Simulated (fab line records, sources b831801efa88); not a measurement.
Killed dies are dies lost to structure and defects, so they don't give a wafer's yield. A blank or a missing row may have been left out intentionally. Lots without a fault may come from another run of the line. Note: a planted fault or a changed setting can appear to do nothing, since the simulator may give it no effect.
Struck lot and sound lot, side by side || flow sky130 || 15 out of 708 route steps
Sound: these wafers, L860.2, L860.4, L860.6. Struck: wafers L848.2, L848.3, L848.4. At the end, the cause is stated.
For every step that has rows: the tool of each side, followed by ch and its chambers, followed by its first start. Under that, the readings that differ: sound wafers || struck wafers || difference of the means || sigmas: that difference in standard deviations of wafers without a fault.
alike: same words and numbers on both sides, and readings whose means sit less than 2 such deviations apart. not compared: any withheld reading, any reading some wafer has no value for, any bound like >300 that may hide the same value, and any number with overlapping values for which the record gives no deviation.
Wherever a step has rows on one side only, a row that says differs or no value, or a row with sigmas, the two part there. Non-overlapping numbers with no deviation appear without sigmas and do not part them. A reading missing from all wafers of one side parts the sides only when that side holds two or more wafers.

SKY_VT_ADJUST_HVTR_OVL_MEAS_08:
  sound on overlay-01, day 15 00:52; struck on overlay-02, day 10 14:34
  alike: VT_ADJUST_HVTR_OVL
then, 1 step without rows for these wafers: SKY_VT_ADJUST_HVTR_IMPLANT_09.
SKY_VT_ADJUST_HVTR_STRIP_10: strips in O2/N2.
  sound on plasma asher-01 ch 0,1, day 15 01:03; struck on plasma asher-03 ch 0,1, day 10 14:44
  alike: drypump motor current A, oes product au, strip time to endpoint s
  not compared: rf hours counter h
SKY_VT_ADJUST_HVTR_TW_MEAS_11:
  sound on film metro-02, day 15 01:10; struck on film metro-02, day 10 14:51
  alike: VT_ADJUST_HVTR_TW
then, 7 steps without rows for these wafers: SKY_VT_ADJUST_PCH_DEHYDRATE_00 (time 60 s); SKY_VT_ADJUST_PCH_HMDS_01 (prime time 60 s); SKY_VT_ADJUST_PCH_COAT_02 (resist thk 3000 nm); SKY_VT_ADJUST_PCH_SOFTBAKE_03; SKY_VT_ADJUST_PCH_EXPOSE_04 (exposes mask NWM, target cd 840 nm); SKY_VT_ADJUST_PCH_PEB_05; SKY_VT_ADJUST_PCH_DEVELOP_06 (develop time 60 s).
SKY_VT_ADJUST_PCH_OVL_MEAS_07:
  sound on overlay-01, day 16 04:21; struck on overlay-02, day 11 12:17
  alike: VT_ADJUST_PCH_OVL
SKY_VT_ADJUST_PCH_IMPLANT_08:
  sound on implanter-04 ch 0, day 16 04:24; struck on implanter-02, day 11 12:21
  no value came back on the struck wafers for beam energy keV, beam on s (s); on the sound wafers beam energy keV reads 9.998 10.000 9.999
SKY_VT_ADJUST_PCH_STRIP_09: strips in O2/N2.
  sound on plasma asher-04 ch 0,1, day 16 04:32; struck on plasma asher-01 ch 0,1, day 11 12:28
  alike: drypump motor current A, oes product au, strip time to endpoint s
  not compared: rf hours counter h
SKY_VT_ADJUST_PCH_TW_MEAS_10:
  sound on film metro-02, day 16 04:38; struck on film metro-04, day 11 12:35
{"reading": "VT_ADJUST_PCH_TW", "sound": "143.8 144.6 144.2", "struck": "30.2 30.2 30.3", "difference": -114.0, "sigmas": -76}

## WHERE THEY PART
Last at SKY_VT_ADJUST_PCH_TW_MEAS_10 as far as this record goes, first at SKY_VT_ADJUST_PCH_IMPLANT_08.

WHY: what had been put in by the simulator
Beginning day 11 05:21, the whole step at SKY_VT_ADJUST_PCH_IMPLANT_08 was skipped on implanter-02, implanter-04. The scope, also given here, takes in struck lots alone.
